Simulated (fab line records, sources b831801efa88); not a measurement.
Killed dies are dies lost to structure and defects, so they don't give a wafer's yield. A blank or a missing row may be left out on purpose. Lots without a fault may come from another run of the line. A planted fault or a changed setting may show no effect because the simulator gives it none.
A struck lot beside a sound one | flow sky130 | 35 steps out of a route of 708
Sound: wafers L291.2, L291.3, L291.6. Struck: wafers L299.1, L299.2, L299.6. The cause comes at the end.
At each step with rows: each side's tool, then ch and its chambers, then its first start. Under that, the readings that differ: sound wafers | struck wafers | difference of the means | sigmas: that difference in standard deviations of wafers without a fault.
alike: readings whose means differ by less than 2 such deviations, and words and numbers that are the same on both sides. not compared: withheld readings, readings that some wafer has no value for, bounds like >300 that may hide the same value, and numbers for which the record gives no deviation and whose values overlap.
The two part at a step that has a row with sigmas, a row that says differs or no value, or rows on one side only. Numbers that don't overlap but have no deviation are shown without sigmas and don't part them. A reading that every wafer of one side lacks parts them only if that side has two wafers or more.

first, 10 steps without rows for these wafers: SKY_PWDE_COAT_02 (resist thk 3000 nm); SKY_PWDE_SOFTBAKE_03; SKY_PWDE_EXPOSE_04 (exposes mask PWDEM, target cd 840 nm); SKY_PWDE_PEB_05; SKY_PWDE_DEVELOP_06 (develop time 60 s); SKY_PWDE_IMPLANT_08; SKY_PWDE_STRIP_09 (strips in O2/N2); SKY_NWELL_DEHYDRATE_03 (time 60 s); SKY_NWELL_HMDS_04 (prime time 60 s); SKY_NWELL_COAT_05 (resist thk 3000 nm).
SKY_NWELL_SOFTBAKE_06:
  sound on litho_track-02 ch 0, day 5 16:49; struck on litho_track-02 ch 0, day 7 11:53
  reading                                 | sound                | struck               | difference | sigmas
  heater_power_total_W (W)                | 65.47 65.31 65.12    | 75.67 75.49 75.81    | +10.36     | +80
  plate_temp_C (C)                        | 110.02 109.98 109.93 | 122.67 122.70 122.66 | +12.70     | +91
  model.coat_of_NWELL_COAT_05.thk_nm (nm) | 3007 3000 3005       | 2906 2908 2906       | -97        |
  alike: resist_line_temp_C
then, 2 steps without rows for these wafers: SKY_NWELL_EXPOSE_07 (exposes mask NWM, target cd 840 nm); SKY_NWELL_PEB_08.
SKY_NWELL_DEVELOP_09: develop time 60 s.
  sound on litho_track-04 ch 0; struck on litho_track-04 ch 0
  reading                                 | sound          | struck         | difference | sigmas
  model.coat_of_NWELL_COAT_05.thk_nm (nm) | 3002 2995 3001 | 2902 2904 2902 | -97        |
  alike: resist_line_temp_C
then, 3 steps without rows for these wafers: SKY_NWELL_IMPLANT_11; SKY_NWELL_IMPLANT_12; SKY_NWELL_IMPLANT_13.
SKY_NWELL_STRIP_14: strips in O2/N2.
  sound on plasma_asher-02 ch 0,1, day 6 02:29; struck on plasma_asher-01 ch 0,1, day 7 22:23
  reading                      | sound             | struck            | difference | sigmas
  strip_time_to_endpoint_s (s) | 36.99 36.92 36.98 | 35.86 35.87 35.84 | -1.11      | -10
  alike: drypump_motor_current_A, n2_flow_sccm, oes_product_au
  not compared: rf_hours_counter_h
then, 15 steps without rows for these wafers: SKY_NWELL_DEHYDRATE_16 (time 60 s); SKY_NWELL_HMDS_17 (prime time 60 s); SKY_NWELL_COAT_18 (resist thk 3000 nm); SKY_NWELL_SOFTBAKE_19; SKY_NWELL_EXPOSE_20 (exposes mask NWM COMPLEMENT, target cd 840 nm); SKY_NWELL_PEB_21; SKY_NWELL_DEVELOP_22 (develop time 60 s); SKY_NWELL_IMPLANT_24; SKY_NWELL_STRIP_25 (strips in O2/N2); SKY_NWELL_CLEAN_27 (cleans in SC1/SC2, time 150 s); SKY_NWELL_RTA_28 (time 30 s); SKY_VT_ADJUST_HVTP_DEHYDRATE_00 (time 60 s); SKY_VT_ADJUST_HVTP_HMDS_01 (prime time 60 s); SKY_VT_ADJUST_HVTP_COAT_02 (resist thk 1140 nm); SKY_VT_ADJUST_HVTP_SOFTBAKE_03 (time 60 s).
-- the record jumps here: 38 days lie between the struck wafers' starts before and after (it left off in module VT_ADJUST_HVTP and takes up again in module METAL4, whose first step shown is number 631 of the route) --
SKY_METAL4_DESCUM_15: chemistry O2, time 8 s.
  sound on rie_metal-04 ch 0, day 43 21:46; struck on rie_metal-03 ch 0, day 45 22:46
  reading                     | sound             | struck            | difference | sigmas
  drypump_motor_current_A (A) | 5.41 5.41 5.39    | 5.93 5.95 5.95    | +0.54      | +2
  model.METAL4.cd_nm (nm)     | 302.5 302.9 302.5 | 306.3 306.5 306.2 | +3.7       |
  alike: oes_product_au
  not compared: rf_hours_counter_h
then, 1 step without rows for these wafers: SKY_PAD_OPEN_PROBE_99.

WHERE THEY PART
First at SKY_NWELL_SOFTBAKE_06; last, within this record, at SKY_METAL4_DESCUM_15.

WHY: what the simulator had put in
Process parameter drift: litho_track-02, from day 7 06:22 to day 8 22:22, at SKY_NWELL_SOFTBAKE_06. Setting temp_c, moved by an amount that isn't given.
